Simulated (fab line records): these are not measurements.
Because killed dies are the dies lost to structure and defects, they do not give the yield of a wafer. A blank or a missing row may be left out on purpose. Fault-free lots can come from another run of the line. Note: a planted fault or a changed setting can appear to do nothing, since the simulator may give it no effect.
fab line records | flow sky130
record: lots: 6 | wafers: 18 | last_day: 51
route steps=708 shown LDD_N@252 LDD_P@255 LDD_HVN@267 PAD_OPEN@708
lots that met no fault: taken from a fault-free run of the same line
start_h: hours from the record's opening day to when the first of the lot's shown wafers began | wait_h: hours from the lot's prior step to this one | " the same as in the row above | L1.1+2: a single row standing in for several wafers | - no value, or no start given | * or withheld: withheld | < > ~ a bound
route shown NAME@n: names a module that has steps shown in the file, with the first one's number in the route | usual: the fault-free wafers' mean and standard deviation | same: alike in all rows | chamber/n: place in a boat | sites: each site's reading | _std_site: the standard deviation of these | _edge_site: inner sites' mean taken away from outer sites' mean | radius_mm: how far each site lies from the wafer's centre | mask NAME#n: copy n | behind: tool/chamber where the wafer was last shaped | hold: why the lot went on hold/how many hours it stayed there/how the hold came to an end | device: names the non-switching transistor (n, p or np) | end of line: tests of these same wafers at the route's end | where a step has no rows: the recipe by itself | killed: the dies lost at the first sort to structure and to defects; this is not the yield of the wafer | map: the dies of a wafer, with x for killed, . for not killed, _ for no die there
set.NAME: the setting the step ran with; set.NAME@STEP: the setting that earlier step ran with | model.NAME: the simulator's own value behind a step, which no gauge read
lots at some steps of the route; a table a step, a row a wafer
services: a tool's chamber out of use, with start hour (start_h, from the record's first day; less than 0 if before it), hours out, and reason
== steps ==
step: SKY_LDD_N_IMPLANT_15
recipe: species: BF2 | energy_kev: 50 | dose_cm2: 5e+12 | tilt_deg: 30 | rotation_deg: 270
step: SKY_LDD_N_STRIP_16
recipe: chemistry: O2/N2 | power_w: 1400 | pressure_mtorr: 1500 | platen_temp_c: withheld | o2_flow_sccm: 3000 | n2_flow_sccm: 300 | overash_fraction: 0.5
usual: drypump_motor_current_A: 5.71/0.29 | oes_product_au: 0.406/0.0042 | strip_time_to_endpoint_s: 4.298/0.018
same: overash_fraction: 0.5
lot.wafer | tool            | chamber | start_h | wait_h | drypump_motor_current_A | oes_product_au | rf_hours_counter_h | strip_time_to_endpoint_s
L378.1    | plasma_asher-04 | 0       | 431.55  | 0.1    | 6.04                    | 0.402          | 33                 | 4.294
L378.2    | "               | 1       | "       | "      | 5.75                    | 0.411          | 33                 | 4.300
L378.4    | "               | 1       | "       | "      | 5.77                    | 0.408          | -                  | 4.294
L380.2    | plasma_asher-03 | 0       | 456.43  | 0.1    | 5.85                    | 0.407          | 2                  | 4.310
L380.3    | "               | 1       | "       | "      | 5.18                    | 0.402          | -                  | 4.320
L380.4    | "               | 0       | "       | "      | 5.84                    | 0.410          | -                  | 4.301
L395.1    | plasma_asher-03 | 0       | 570.84  | 0.1    | 5.83                    | 0.405          | 15                 | 4.282
L395.2    | "               | 1       | "       | "      | 5.23                    | 0.401          | 15                 | 4.269
L395.3    | "               | 0       | "       | "      | 5.83                    | 0.406          | -                  | 4.289
L397.1    | plasma_asher-03 | 1       | 589.50  | 0.1    | 5.21                    | 0.411          | 17                 | 4.307
L397.2    | "               | 0       | "       | "      | 5.84                    | 0.410          | 17                 | 4.300
L397.4    | "               | 0       | "       | "      | 5.85                    | 0.406          | -                  | 4.301
L398.2    | plasma_asher-04 | 0       | 606.24  | 0.1    | 6.06                    | 0.410          | 48                 | 4.293
L398.3    | "               | 1       | "       | "      | 5.80                    | 0.407          | -                  | 4.272
L398.6    | "               | 0       | "       | "      | 6.05                    | 0.404          | -                  | 4.287
L399.1    | plasma_asher-03 | 0       | 609.48  | 0.1    | 5.83                    | 0.408          | 19                 | 4.312
L399.3    | "               | 0       | "       | "      | 5.85                    | 0.403          | -                  | 4.312
L399.6    | "               | 0       | "       | "      | 5.82                    | 0.401          | -                  | 4.306
step: SKY_LDD_N_TW_MEAS_17
usual: LDD_N_TW: 2603/31
lot.wafer | tool          | chamber | start_h | wait_h | LDD_N_TW
L378.1    | film_metro-02 | -       | 431.65  | 0.1    | 2628
L378.2    | "             | -       | "       | "      | 2631
L378.4    | "             | -       | "       | "      | 2644
L380.2    | film_metro-04 | -       | 456.54  | 0.1    | 2577
L380.3    | "             | -       | "       | "      | 2583
L380.4    | "             | -       | "       | "      | 2571
L395.1    | film_metro-02 | -       | 570.94  | 0.1    | 2621
L395.2    | "             | -       | "       | "      | 2615
L395.3    | "             | -       | "       | "      | 2614
L397.1    | film_metro-04 | -       | 589.60  | 0.1    | 2588
L397.2    | "             | -       | "       | "      | 2592
L397.4    | "             | -       | "       | "      | 2586
L398.2    | film_metro-03 | -       | 606.35  | 0.1    | 2569
L398.3    | "             | -       | "       | "      | 2567
L398.6    | "             | -       | "       | "      | 2566
L399.1    | film_metro-02 | -       | 609.58  | 0.1    | 2623
L399.3    | "             | -       | "       | "      | 2625
L399.6    | "             | -       | "       | "      | 2625
step: SKY_LDD_P_DEHYDRATE_00
recipe: temp_c: 200 | time_s: 60
step: SKY_LDD_P_HMDS_01
recipe: prime_time_s: 60 | prime_temp_c: 120
step: SKY_LDD_P_COAT_02
recipe: resist: NOVOLAK | spin_rpm: 3000 | resist_thk_nm: 1140
step: SKY_LDD_P_SOFTBAKE_03
recipe: temp_c: 90 | time_s: 60 | resist: NOVOLAK
step: SKY_LDD_P_EXPOSE_04
recipe: mask_id: PSDM | na: 0.6 | source_shape: conventional | sigma_outer: 0.6 | polarization: unpolarized | target_cd_nm: 380 | dose_mj: 138
step: SKY_LDD_P_PEB_05
recipe: temp_c: withheld | time_s: * | resist: NOVOLAK
step: SKY_LDD_P_DEVELOP_06
recipe: resist: NOVOLAK | developer: TMAH | develop_time_s: 62.21 | dev_temp_c: 23
step: SKY_LDD_P_CD_MEAS_07
recipe: target_cd_nm: 380
usual: cd_nm: 379.1/2.2
lot.wafer | tool      | chamber | start_h | wait_h | cd_nm
L378.1    | cd_sem-02 | -       | 463.37  | 0.1    | 374.8
L378.2    | "         | -       | "       | "      | 378.0
L378.4    | "         | -       | "       | "      | 378.1
L380.2    | cd_sem-02 | -       | 487.54  | 0.1    | 377.7
L380.3    | "         | -       | "       | "      | 375.9
L380.4    | "         | -       | "       | "      | 378.3
L395.1    | cd_sem-02 | -       | 601.01  | 0.1    | 379.0
L395.2    | "         | -       | "       | "      | 378.9
L395.3    | "         | -       | "       | "      | 378.7
L397.1    | cd_sem-01 | -       | 620.04  | 0.1    | 378.0
L397.2    | "         | -       | "       | "      | 378.8
L397.4    | "         | -       | "       | "      | 378.8
L398.2    | cd_sem-01 | -       | 636.26  | 0.1    | 377.2
L398.3    | "         | -       | "       | "      | 377.3
L398.6    | "         | -       | "       | "      | 377.7
L399.1    | cd_sem-02 | -       | 638.94  | 0.1    | 380.4
L399.3    | "         | -       | "       | "      | 379.4
L399.6    | "         | -       | "       | "      | 379.6
step: SKY_LDD_P_OVL_MEAS_08
usual: LDD_P_OVL: -0.8/1.2
lot.wafer | tool       | chamber | start_h | wait_h | LDD_P_OVL[nm]
L378.1    | overlay-01 | -       | 463.49  | 0.1    | -0.8
L378.2    | "          | -       | "       | "      | -0.9
L378.4    | "          | -       | "       | "      | -2.4
L380.2    | overlay-02 | -       | 487.64  | 0.1    | 0.4
L380.3    | "          | -       | "       | "      | 0.3
L380.4    | "          | -       | "       | "      | 1.6
L395.1    | overlay-02 | -       | 601.13  | 0.1    | 0.1
L395.2    | "          | -       | "       | "      | 1.9
L395.3    | "          | -       | "       | "      | 1.7
L397.1    | overlay-01 | -       | 620.16  | 0.1    | -0.8
L397.2    | "          | -       | "       | "      | -2.2
L397.4    | "          | -       | "       | "      | -1.5
L398.2    | overlay-01 | -       | 636.37  | 0.1    | -1.2
L398.3    | "          | -       | "       | "      | 0.1
L398.6    | "          | -       | "       | "      | 0.6
L399.1    | overlay-01 | -       | 639.06  | 0.1    | -1.2
L399.3    | "          | -       | "       | "      | -1.3
L399.6    | "          | -       | "       | "      | -1.3
step: SKY_LDD_P_IMPLANT_09
recipe: species: BF2 | energy_kev: 25 | dose_cm2: 1e+13 | tilt_deg: withheld
usual: dose_ions_cm2: 9.997e+12/1e+10 | end_station_pressure_torr: 5.04e-06/2.6e-07 | faraday_current_uA: 56.4/1.1
same: implant_ion_amu: 49
lot.wafer | tool         | chamber | start_h | wait_h | dose_ions_cm2 | end_station_pressure_torr | faraday_current_uA
L378.1    | implanter-04 | 0       | 463.52  | 0.0    | 9.997e+12     | 4.78e-06                  | 56.3
L378.2    | "            | 0       | "       | "      | 9.997e+12     | 5.24e-06                  | 53.6
L378.4    | "            | 0       | "       | "      | 9.987e+12     | 4.58e-06                  | 56.5
L380.2    | implanter-01 | 0       | 487.70  | 0.0    | 1.0011e+13    | 5.38e-06                  | 54.1
L380.3    | "            | 0       | "       | "      | 1.0017e+13    | 4.76e-06                  | 55.8
L380.4    | "            | 0       | "       | "      | 1.0004e+13    | 4.65e-06                  | 55.9
L395.1    | implanter-01 | 0       | 601.17  | 0.0    | 1.0012e+13    | 5.04e-06                  | 56.4
L395.2    | "            | 0       | "       | "      | 1.0006e+13    | 5.31e-06                  | 56.4
L395.3    | "            | 0       | "       | "      | 1.0002e+13    | 5.12e-06                  | 53.9
L397.1    | implanter-04 | 0       | 620.20  | 0.0    | 8.507e+12     | 5.5e-06                   | 49.0
L397.2    | "            | 0       | "       | "      | 8.504e+12     | 5.55e-06                  | 48.3
L397.4    | "            | 0       | "       | "      | 8.512e+12     | 4.62e-06                  | 48.5
L398.2    | implanter-02 | 0       | 636.42  | 0.0    | 1.0006e+13    | 4.76e-06                  | 58.3
L398.3    | "            | 0       | "       | "      | 1.0008e+13    | 5.55e-06                  | 56.3
L398.6    | "            | 0       | "       | "      | 1.0005e+13    | 4.96e-06                  | 57.9
L399.1    | implanter-04 | 0       | 639.10  | 0.0    | 8.491e+12     | 5.41e-06                  | 48.6
L399.3    | "            | 0       | "       | "      | 8.507e+12     | 5.2e-06                   | 47.6
L399.6    | "            | 0       | "       | "      | 8.504e+12     | 5e-06                     | 47.1
step: SKY_LDD_P_STRIP_10
recipe: chemistry: O2/N2 | power_w: 1400 | pressure_mtorr: 1500 | platen_temp_c: withheld | o2_flow_sccm: 3000 | n2_flow_sccm: 300 | overash_fraction: 0.5
usual: drypump_motor_current_A: 5.69/0.23 | oes_product_au: 0.715/0.005 | strip_time_to_endpoint_s: 14.18/0.037
same: overash_fraction: 0.5
lot.wafer | tool            | chamber | start_h | wait_h | drypump_motor_current_A | oes_product_au | rf_hours_counter_h | strip_time_to_endpoint_s
L378.1    | plasma_asher-04 | 0       | 463.67  | 0.1    | 6.04                    | 0.718          | 36                 | 14.27
L378.2    | "               | 1       | "       | "      | 5.74                    | 0.709          | 36                 | 14.23
L378.4    | "               | 1       | "       | "      | 5.79                    | 0.714          | -                  | 14.23
L380.2    | plasma_asher-01 | 0       | 487.82  | 0.1    | 5.56                    | 0.708          | 81                 | 14.08
L380.3    | "               | 0       | "       | "      | 5.57                    | 0.719          | -                  | 14.13
L380.4    | "               | 1       | "       | "      | 5.72                    | 0.721          | -                  | 14.12
L395.1    | plasma_asher-03 | 0       | 601.32  | 0.1    | 5.82                    | 0.719          | 18                 | 14.23
L395.2    | "               | 1       | "       | "      | 5.20                    | 0.714          | 18                 | 14.18
L395.3    | "               | 0       | "       | "      | 5.83                    | 0.717          | -                  | 14.13
L397.1    | plasma_asher-03 | 1       | 620.35  | 0.1    | 5.21                    | 0.711          | 20                 | 14.16
L397.2    | "               | 0       | "       | "      | 5.82                    | 0.717          | 20                 | 14.22
L397.4    | "               | 1       | "       | "      | 5.21                    | 0.717          | -                  | 14.18
L398.2    | plasma_asher-04 | 1       | 636.55  | 0.1    | 5.78                    | 0.717          | 51                 | 14.18
L398.3    | "               | 1       | "       | "      | 5.76                    | 0.718          | -                  | 14.21
L398.6    | "               | 0       | "       | "      | 6.02                    | 0.720          | -                  | 14.23
L399.1    | plasma_asher-01 | 0       | 639.25  | 0.1    | 5.57                    | 0.710          | 97                 | 14.18
L399.3    | "               | 0       | "       | "      | 5.56                    | 0.715          | -                  | 14.15
L399.6    | "               | 0       | "       | "      | 5.57                    | 0.721          | -                  | 14.20
step: SKY_LDD_P_TW_MEAS_11
usual: LDD_P_TW: 637/8.9
lot.wafer | tool          | chamber | start_h | wait_h | LDD_P_TW
L378.1    | film_metro-02 | -       | 463.77  | 0.1    | 650
L378.2    | "             | -       | "       | "      | 648
L378.4    | "             | -       | "       | "      | 653
L380.2    | film_metro-01 | -       | 487.93  | 0.1    | 630
L380.3    | "             | -       | "       | "      | 629
L380.4    | "             | -       | "       | "      | 633
L395.1    | film_metro-03 | -       | 601.42  | 0.1    | 632
L395.2    | "             | -       | "       | "      | 631
L395.3    | "             | -       | "       | "      | 632
L397.1    | film_metro-03 | -       | 620.45  | 0.1    | 601
L397.2    | "             | -       | "       | "      | 598
L397.4    | "             | -       | "       | "      | 601
L398.2    | film_metro-02 | -       | 636.66  | 0.1    | 649
L398.3    | "             | -       | "       | "      | 651
L398.6    | "             | -       | "       | "      | 651
L399.1    | film_metro-03 | -       | 639.35  | 0.1    | 601
L399.3    | "             | -       | "       | "      | 598
L399.6    | "             | -       | "       | "      | 596
step: SKY_LDD_HVN_DEHYDRATE_00
recipe: temp_c: 200 | time_s: 60
step: SKY_PAD_OPEN_PROBE_99
usual: killed_at_M0_to_M3: 43/6.8 | killed_at_M4_up: 3.3/1.9 | killed_at_contacts: 24/5.3 | killed_at_front_end: 14/4.3 | killed_at_other: 0.3/0.62 | killed_dies: 85/9.8 | killed_open: 46/8 | killed_short: 39/5.9
same: gross_dies: 492 | killed_at_back_side: 0
lot.wafer | tool      | chamber | start_h | wait_h | killed_at_M0_to_M3 | killed_at_M4_up | killed_at_contacts | killed_at_front_end | killed_at_other | killed_dies | killed_open | killed_short | model.etest.tip_p.rs_ohm_sq
L378.1    | prober-02 | -       | 1112.87 | 0.1    | 26                 | 2               | 30                 | 15                  | 0               | 73          | 43          | 30           | 6986
L378.2    | prober-02 | -       | 1112.92 | 0.1    | 31                 | 4               | 21                 | 12                  | 0               | 68          | 30          | 38           | 6959
L378.4    | prober-02 | -       | 1113.02 | 0.2    | 52                 | 2               | 24                 | 14                  | 0               | 92          | 58          | 34           | 6940
L380.2    | prober-02 | -       | 1128.93 | 0.1    | 40                 | 1               | 24                 | 15                  | 0               | 80          | 39          | 41           | 6737
L380.3    | prober-02 | -       | 1128.98 | 0.2    | 38                 | 4               | 27                 | 12                  | 0               | 81          | 44          | 37           | 6711
L380.4    | prober-02 | -       | 1129.03 | 0.2    | 35                 | 5               | 29                 | 12                  | 0               | 81          | 42          | 39           | 6710
L395.1    | prober-01 | -       | 1198.97 | 0.1    | 52                 | 1               | 24                 | 12                  | 0               | 89          | 46          | 43           | 7031
L395.2    | prober-01 | -       | 1199.02 | 0.1    | 45                 | 4               | 18                 | 16                  | 1               | 84          | 35          | 49           | 7074
L395.3    | prober-01 | -       | 1199.07 | 0.2    | 40                 | 2               | 26                 | 15                  | 0               | 83          | 48          | 35           | 7042
L397.1    | prober-01 | -       | 1210.83 | 0.1    | 47                 | 3               | 15                 | 10                  | 0               | 75          | 31          | 44           | 8018
L397.2    | prober-01 | -       | 1210.88 | 0.1    | 63                 | 4               | 18                 | 11                  | 0               | 96          | 53          | 43           | 7970
L397.4    | prober-01 | -       | 1210.98 | 0.2    | 50                 | 6               | 21                 | 12                  | 0               | 89          | 48          | 41           | 8001
L398.2    | prober-02 | -       | 1220.07 | 0.1    | 41                 | 3               | 22                 | 11                  | 0               | 77          | 43          | 34           | 6740
L398.3    | prober-02 | -       | 1220.12 | 0.2    | 47                 | 4               | 27                 | 18                  | 0               | 96          | 47          | 49           | 6805
L398.6    | prober-02 | -       | 1220.27 | 0.2    | 57                 | 2               | 19                 | 14                  | 0               | 92          | 53          | 39           | 6684
L399.1    | prober-01 | -       | 1220.17 | 0.1    | 34                 | 4               | 20                 | 19                  | 0               | 77          | 38          | 39           | 7728
L399.3    | prober-01 | -       | 1220.27 | 0.2    | 38                 | 3               | 17                 | 9                   | 0               | 67          | 36          | 31           | 7855
L399.6    | prober-01 | -       | 1220.42 | 0.2    | 40                 | 4               | 16                 | 11                  | 0               | 71          | 36          | 35           | 7860
killed by level:class
L378.1 CONTACT:geometric_particle:open=16 VIA1:geometric_particle:open=9 LOCAL_INTERCONNECT:geometric_particle:short=8 FIELD_ISO:geometric_particle:open=4 POLY_GATE:geometric_particle:short=3 SPACER:geometric_particle:open=3 LI_CONTACT:geometric_particle:open=3 METAL1:geometric_particle:short=3
L378.2 LI_CONTACT:geometric_particle:open=7 VIA1:geometric_particle:open=6 SPACER:geometric_particle:short=5 VIA1:geometric_particle:short=5 CONTACT:geometric_particle:open=5 METAL1:geometric_particle:short=5 METAL2:geometric_particle:short=4 CONTACT:geometric_particle:short=4
L378.4 VIA1:geometric_particle:open=13 CONTACT:geometric_particle:open=10 VIA1:geometric_particle:short=7 POLY_GATE:geometric_particle:open=6 VIA3:geometric_particle:open=6 LI_CONTACT:geometric_particle:open=6 VIA2:geometric_particle:open=6 VIA3:geometric_particle:short=5
L380.2 CONTACT:geometric_particle:open=11 VIA1:geometric_particle:short=7 METAL1:geometric_particle:short=6 VIA1:geometric_particle:open=6 CONTACT:geometric_particle:short=5 FIELD_ISO:geometric_particle:short=4 LI_CONTACT:geometric_particle:open=4 VIA2:geometric_particle:open=4
L380.3 CONTACT:geometric_particle:open=12 VIA1:geometric_particle:open=8 FIELD_ISO:geometric_particle:open=6 CONTACT:geometric_particle:short=6 VIA2:geometric_particle:open=6 METAL1:geometric_particle:short=5 VIA3:geometric_particle:open=5 FIELD_ISO:geometric_particle:short=4
L380.4 VIA2:geometric_particle:open=11 LOCAL_INTERCONNECT:geometric_particle:short=8 CONTACT:geometric_particle:short=7 CONTACT:geometric_particle:open=7 LI_CONTACT:geometric_particle:open=6 VIA3:geometric_particle:open=6 VIA1:geometric_particle:short=4 METAL4:geometric_particle:short=4
L395.1 METAL2:geometric_particle:short=11 VIA1:geometric_particle:open=11 CONTACT:geometric_particle:open=8 LOCAL_INTERCONNECT:geometric_particle:short=8 VIA2:geometric_particle:open=8 METAL1:geometric_particle:short=6 VIA2:geometric_particle:short=5 LI_CONTACT:geometric_particle:open=4
L395.2 METAL1:geometric_particle:short=10 VIA1:geometric_particle:short=8 VIA1:geometric_particle:open=8 CONTACT:geometric_particle:open=6 METAL2:geometric_particle:short=6 FIELD_ISO:geometric_particle:short=5 POLY_CUT:geometric_particle:open=4 LI_CONTACT:geometric_particle:short=3
L395.3 VIA2:geometric_particle:open=11 CONTACT:geometric_particle:open=8 LI_CONTACT:geometric_particle:open=7 POLY_GATE:geometric_particle:open=6 VIA3:geometric_particle:open=6 METAL2:geometric_particle:short=5 CONTACT:geometric_particle:short=5 VIA1:geometric_particle:open=5
L397.1 METAL2:geometric_particle:short=8 CONTACT:geometric_particle:open=7 VIA2:geometric_particle:open=6 VIA3:geometric_particle:open=5 VIA1:geometric_particle:short=5 VIA1:geometric_particle:open=5 VIA2:geometric_particle:short=5 LOCAL_INTERCONNECT:geometric_particle:short=4
L397.2 VIA1:geometric_particle:open=16 VIA3:geometric_particle:open=10 VIA1:geometric_particle:short=7 VIA2:geometric_particle:open=7 VIA3:geometric_particle:short=6 CONTACT:geometric_particle:open=6 METAL2:geometric_particle:short=6 CONTACT:geometric_particle:short=4
L397.4 CONTACT:geometric_particle:open=13 VIA1:geometric_particle:open=11 VIA3:geometric_particle:open=10 METAL2:geometric_particle:short=7 VIA2:geometric_particle:open=5 METAL4:geometric_particle:short=5 FIELD_ISO:geometric_particle:short=4 CONTACT:geometric_particle:short=4
L398.2 CONTACT:geometric_particle:open=10 VIA2:geometric_particle:open=10 POLY_GATE:geometric_particle:open=5 CONTACT:geometric_particle:short=5 VIA1:geometric_particle:open=5 LOCAL_INTERCONNECT:geometric_particle:short=4 METAL3:geometric_particle:short=4 METAL1:geometric_particle:short=4
L398.3 VIA2:geometric_particle:open=9 CONTACT:geometric_particle:open=7 FIELD_ISO:geometric_particle:short=6 LI_CONTACT:geometric_particle:open=6 LOCAL_INTERCONNECT:geometric_particle:short=6 METAL1:geometric_particle:short=6 FIELD_ISO:geometric_particle:open=5 VIA1:geometric_particle:open=5
L399.1 CONTACT:geometric_particle:open=9 VIA1:geometric_particle:open=8 POLY_GATE:geometric_particle:short=7 METAL1:geometric_particle:short=7 LI_CONTACT:geometric_particle:open=4 POLY_GATE:geometric_particle:open=4 SPACER:geometric_particle:short=4 VIA3:geometric_particle:open=3
L399.3 VIA1:geometric_particle:open=9 METAL1:geometric_particle:short=6 LOCAL_INTERCONNECT:geometric_particle:short=5 CONTACT:geometric_particle:open=5 POLY_GATE:geometric_particle:open=4 LI_CONTACT:geometric_particle:open=4 VIA2:geometric_particle:open=4 METAL2:geometric_particle:short=4
L398.6 VIA1:geometric_particle:open=12 VIA2:geometric_particle:open=10 VIA1:geometric_particle:short=7 CONTACT:geometric_particle:open=6 FIELD_ISO:geometric_particle:short=5 LI_CONTACT:geometric_particle:open=5 METAL1:geometric_particle:short=5 VIA3:geometric_particle:open=5
L399.6 VIA1:geometric_particle:open=9 CONTACT:geometric_particle:open=7 METAL1:geometric_particle:short=7 FIELD_ISO:geometric_particle:short=6 VIA3:geometric_particle:open=6 VIA2:geometric_particle:open=5 CONTACT:geometric_particle:short=4 METAL2:geometric_particle:short=4
== services ==
tool            | chamber | start_h | hours | kind
plasma_asher-03 | -       | 421.25  | 9.0   | pm
plasma_asher-03 | 0       | 421.25  | 9.0   | vent_cycle
plasma_asher-03 | 1       | 421.25  | 9.0   | vent_cycle
plasma_asher-03 | -       | 421.75  | 1.0   | repair
plasma_asher-03 | 0       | 430.25  | -     | clean
plasma_asher-03 | 1       | 430.25  | -     | clean
plasma_asher-01 | -       | 455.59  | 2.0   | repair
implanter-04    | -       | 471.27  | 4.2   | pm
plasma_asher-04 | -       | 483.65  | 28.1  | pm
implanter-04    | -       | 503.94  | 5.9   | repair
implanter-04    | -       | 509.44  | 0.6   | repair
implanter-04    | -       | 518.38  | 0.8   | repair
implanter-01    | -       | 525.41  | 4.5   | pm
implanter-01    | -       | 532.41  | 1.4   | repair
implanter-01    | -       | 546.90  | 2.0   | repair
plasma_asher-01 | -       | 553.92  | 1.5   | repair
implanter-04    | -       | 586.69  | 6.7   | repair
implanter-01    | -       | 602.79  | 2.7   | pm
implanter-04    | -       | 622.18  | 10.1  | repair
plasma_asher-01 | -       | 624.99  | 2.8   | pm
implanter-04    | -       | 634.93  | 3.2   | repair
== key ==
first_sign: step: SKY_LDD_P_IMPLANT_09 | reading: dose_ions_cm2 | direction: down | sigmas: 99+ | usual: * | struck: *
effect: step: SKY_LDD_P_IMPLANT_09 | reading: faraday_current_uA | direction: down | sigmas: 7.2 | usual: 56.4 | struck: 48.2
effect: step: SKY_LDD_P_TW_MEAS_11 | reading: LDD_P_TW | direction: down | sigmas: 4.2 | usual: 637 | struck: 599
model_effect: step: SKY_PAD_OPEN_PROBE_99 | value: etest.tip_p.rs_ohm_sq | without: 6893 | struck: 7906
met_at SKY_LDD_P_IMPLANT_09
struck_wafers L397.1,L397.2,L397.4,L399.1,L399.3,L399.6
tester_left_out L397,L399
onset_between 463.52 620.20
fault: kind: process_parameter_drift | tool: implanter-04 | chamber: - | onset_h: 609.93 | steps: SKY_LDD_P_IMPLANT_09 | channel: dose_cm2 | offset: * | shape: step | end_h: 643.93 | acts_in: * | stated: *
tester_left_out: of these lots the tester's yield and bins aren't shown, on N5 and GAA mostly nor the transistor test; their killed dies are dies lost to structure and defects alone, not to doping, threshold or leakage, so they don't give the yield
